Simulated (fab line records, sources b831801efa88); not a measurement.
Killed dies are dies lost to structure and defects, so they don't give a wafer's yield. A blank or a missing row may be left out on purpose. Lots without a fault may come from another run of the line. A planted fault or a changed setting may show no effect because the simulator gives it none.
Which tool did it? | flow sky130 | 6 lots, 18 wafers sampled, at 4 steps of a route of 708

WHAT THE GAUGES READ, wafer by wafer
SKY_METAL5_THK_MEAS_06: measures by xrf.
lot  | measured     | on            | METAL5_ALCU_THK (nm)
L164 | day 43 10:46 | film_metro-01 | 1170 1156 1140
L166 | day 43 20:42 | film_metro-04 | 1142 1160 1144
L168 | day 44 17:40 | film_metro-01 | 1150 1141 1143
L174 | day 46 14:08 | film_metro-04 | 1149 1147 1154
L176 | day 46 21:04 | film_metro-02 | 1141 1141 1143
L178 | day 47 07:02 | film_metro-01 | 1149 1168 1167

WHICH TOOL RAN EACH LOT (tool, then ch and the chambers of the sampled wafers, then the start)
lot  | SKY_FIELD_ISO_OXIDATION_01   | SKY_VIA3_STRIP_16                    | SKY_METAL4_SPUTTER_04
L164 | furnace-02 ch 0, day 1 20:39 | plasma_asher-02 ch 0,1, day 40 05:53 | pvd_sputter-04, day 40 07:14
L166 | furnace-02 ch 0, day 2 06:50 | plasma_asher-02 ch 0,1, day 40 15:44 | pvd_sputter-02, day 40 17:08
L168 | furnace-02 ch 0, day 2 20:52 | plasma_asher-04 ch 0, day 41 15:50   | pvd_sputter-04, day 41 17:11
L174 | furnace-01 ch 0, day 3 22:22 | plasma_asher-04 ch 0,1, day 43 15:38 | pvd_sputter-02, day 43 17:05
L176 | furnace-01 ch 0, day 4 10:50 | plasma_asher-04 ch 0,1, day 43 22:38 | pvd_sputter-03, day 44 00:00
L178 | furnace-02 ch 0, day 4 19:37 | plasma_asher-03 ch 0, day 44 11:38   | pvd_sputter-02, day 44 13:02
- SKY_FIELD_ISO_OXIDATION_01: stabilise 600 s, purge 300 s, target thk 12 nm.
- SKY_VIA3_STRIP_16: strips in O2/N2.
- SKY_METAL4_SPUTTER_04: material TiN, target thk 70 nm, time 58.3 s.

THE ANSWER, worked out from the rows above alone
Rule: what is usual is taken from the lots themselves. Put in order of their means at a reading, lots are off if they are a third of the lots or fewer, leave a main group of 4 or more, and stand apart from it by a gap of 3 or more times the standard deviation of the main group's means; of several such gaps the widest counts. A main group whose means are all the same, to the digits that the tables above print for the reading, isn't used. A lot without any number at a reading at which 4 lots or more have one is off too. The other lots that the step has rows for count as sound.
No lot is off at any reading shown: from this, nothing can be told.

WHAT THE SIMULATOR HAD PUT IN
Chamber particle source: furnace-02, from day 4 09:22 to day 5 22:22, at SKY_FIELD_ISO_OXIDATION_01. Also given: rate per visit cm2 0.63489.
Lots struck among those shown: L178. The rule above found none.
